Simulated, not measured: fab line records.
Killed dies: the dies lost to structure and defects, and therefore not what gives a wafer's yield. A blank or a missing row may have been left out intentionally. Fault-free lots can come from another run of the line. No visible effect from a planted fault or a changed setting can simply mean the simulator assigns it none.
Struck lot and sound lot, side by side | flow gf180mcu | 17 out of 602 route steps
Sound: the wafers L477.1, L477.2, L477.3. Struck: wafer L485.5 (left out: L485.3, a lot-mate that was not struck); the cause follows at the end.
Per side, at each step with rows, come the tool, then ch with its chambers, and then its first start. Under that, the readings that differ: sound wafers | struck wafers | difference of the means | sigmas: that difference in standard deviations of wafers without a fault.
alike: a reading whose means differ by less than 2 such deviations, as well as words and numbers matching on both sides. not compared: withheld readings; readings where some wafer has no value; bounds like >300 that might hide an equal value; numbers whose values overlap and for which the record gives no deviation.
The two part at a step that has a row with sigmas, a row that says differs or no value, or rows on one side only. Non-overlapping numbers with no deviation appear without sigmas and do not part them. A reading that every wafer of one side lacks parts them only if that side has two wafers or more.

first, 1 step without rows for these wafers: GF_STI_DEVELOP_11 (develop time 60 s).
GF_STI_CD_MEAS_12 targets a cd of 220 nm.
  sound: cd sem-02 at day 5 03:32; struck: cd sem-01 at day 6 18:37
  reading    | sound             | struck | difference | sigmas
  cd nm (nm) | 221.2 220.9 221.5 | 218.4  | -2.8       | -2
GF_STI_ETCH_13: etches the open film in CHF3/O2, stops on Si, target depth 282.31 nm, time 112.9 s.
  sound on rie diel-03 ch 0,1,3, day 5 03:40; struck on rie diel-04 ch 1, day 6 18:42
  alike: drypump motor current A, oes product au, rf fwd power W, throttle valve pct
  not compared: rf hours counter h
GF_STI_ETCH_14: etches Si in HBr/Cl2/O2, target depth 360 nm, time 102.9 s.
  sound on rie si-01 ch 0,1,2, day 5 03:44; struck on rie si-02 ch 2, day 6 18:47
  alike: drypump motor current A, oes product au, rf fwd power W, throttle valve pct
  not compared: rf hours counter h
GF_STI_STRIP_15: strips in O2/N2.
  sound on plasma asher-03 ch 0,1, day 5 03:49; struck on plasma asher-02 ch 1, day 6 18:53
  reading                     | sound       | struck | difference | sigmas
  drypump motor current A (A) | 4.8 4.8 4.8 | 6.4    | +1.6       | +3
  alike: heater power w, oes product au, strip time to endpoint s
  not compared: rf hours counter h
then, 6 steps without rows for these wafers: GF_STI_CLEAN_16 (cleans in dHF, time 25 s); GF_STI_WET_ETCH_17 (etches Si3N4 in H3PO4, target depth 45 nm, time 514 s); GF_STI_CLEAN_18 (cleans in SC1/SC2, time 150 s); GF_STI_CLEAN_19 (cleans in dHF, time 20 s); GF_STI_WET_ETCH_20 (etches SiO2 in dHF, target depth 20 nm, time 400 s); GF_STI_OXIDATION_21 (stabilise 600 s, purge 300 s, target thk 15 nm).
GF_STI_THK_MEAS_22:
  sound: film metro-02 at day 5 05:38; struck: film metro-02 at day 6 20:27
  alike: STI_OXIDATION_01_THK
GF_STI_CVD_23: deposits SiO2, target thk 650 nm, time 108.3 s.
  sound on hdpcvd-01 ch 0,1,2, day 5 05:41; struck on hdpcvd-02 ch 0, day 6 20:29
  reading                              | sound             | struck | difference | sigmas
  model.SiO2_of_STI_CVD_23.thk nm (nm) | 658.9 652.1 663.7 | 917.9  | +259.7     |
  alike: susceptor temp C
GF_STI_THK_MEAS_24:
  sound: film metro-02 at day 5 05:46; struck: film metro-03 at day 6 20:35
  reading             | sound       | struck | difference | sigmas
  STI_CVD_23_THK (nm) | 659 652 664 | 918    | +260       | +34
GF_STI_CMP_25: polishes, stops on Si3N4, t overpolish 33 s, target thk 524.6 nm.
  sound on cmp-01 ch 0,1,3, day 5 05:55; struck on cmp-02 ch 2, day 6 20:46
  reading                | sound       | struck | difference | sigmas
  time to endpoint s (s) | 123 125 126 | 186    | +61        | +13
  alike: motor current A
then, 1 step without rows for these wafers: GF_STI_WET_ETCH_26 (etches SiO2 in dHF, target depth 94 nm, time 188 s).
-- the record jumps here: 28 days lie between the struck wafers' starts before and after (it left off in module STI and takes up again in module PASSIVATION, whose first step shown is number 602 of the route) --
GF_PASSIVATION_PROBE_99:
  only the struck wafers here have rows in the record (prober-01, day 35 04:17); the sound ones have none

## WHERE THEY PART
Earliest at GF_STI_CD_MEAS_12; latest, in this record, at GF_PASSIVATION_PROBE_99.

WHY: what the simulator had put in
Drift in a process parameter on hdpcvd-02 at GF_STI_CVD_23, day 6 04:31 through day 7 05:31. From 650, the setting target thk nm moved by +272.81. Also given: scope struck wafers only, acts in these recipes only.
